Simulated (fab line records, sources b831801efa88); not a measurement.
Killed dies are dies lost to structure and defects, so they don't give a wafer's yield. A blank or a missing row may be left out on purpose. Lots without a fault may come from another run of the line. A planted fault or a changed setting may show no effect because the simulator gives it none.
Which tool did it? | flow gf180mcu | 6 lots, 18 wafers sampled, at 3 steps of a route of 602

WHAT THE GAUGES READ, wafer by wafer
GF_TOP_METAL_OVL_MEAS_15.
lot  | measured     | on         | TOP_METAL_OVL (nm)
L307 | day 28 18:10 | overlay-02 | -2.4 -1.4 -1.6
L309 | day 29 08:55 | overlay-01 | -0.7 1.4 0.5
L311 | day 29 23:58 | overlay-02 | 3.7 2.2 2.1
L315 | day 31 05:38 | overlay-02 | -2.3 -1.0 -2.4
L321 | day 32 23:17 | overlay-02 | -1.0 -0.1 -2.4
L327 | day 34 09:17 | overlay-02 | -0.1 -0.1 -1.0

WHICH TOOL RAN EACH LOT (tool, then ch and the chambers of the sampled wafers, then the start)
lot  | GF_SALICIDE_SPUTTER_03       | GF_V5_CMP_26
L307 | pvd_sputter-01, day 15 18:01 | cmp-02 ch 1,2,3, day 27 21:59
L309 | pvd_sputter-03, day 16 09:53 | cmp-02 ch 1,3, day 28 12:55
L311 | pvd_sputter-03, day 17 04:43 | cmp-02 ch 0,2,3, day 29 04:29
L315 | pvd_sputter-01, day 18 21:17 | cmp-02 ch 0,1,2, day 30 11:47
L321 | pvd_sputter-01, day 21 08:40 | cmp-02 ch 0,2,3, day 32 06:14
L327 | pvd_sputter-01, day 23 10:13 | cmp-02 ch 1,2, day 33 17:26
- GF_SALICIDE_SPUTTER_03: material TiN, target thk 20 nm, time 16.7 s.
- GF_V5_CMP_26: polishes, stops on SiO2, t overpolish 15 s, target thk 0 nm.

THE ANSWER, worked out from the rows above alone
Rule: what is usual is taken from the lots themselves. Put in order of their means at a reading, lots are off if they are a third of the lots or fewer, leave a main group of 4 or more, and stand apart from it by a gap of 3 or more times the standard deviation of the main group's means; of several such gaps the widest counts. A main group whose means are all the same, to the digits that the tables above print for the reading, isn't used. A lot without any number at a reading at which 4 lots or more have one is off too. The other lots that the step has rows for count as sound.
No lot is off at any reading shown: from this, nothing can be told.

WHAT THE SIMULATOR HAD PUT IN
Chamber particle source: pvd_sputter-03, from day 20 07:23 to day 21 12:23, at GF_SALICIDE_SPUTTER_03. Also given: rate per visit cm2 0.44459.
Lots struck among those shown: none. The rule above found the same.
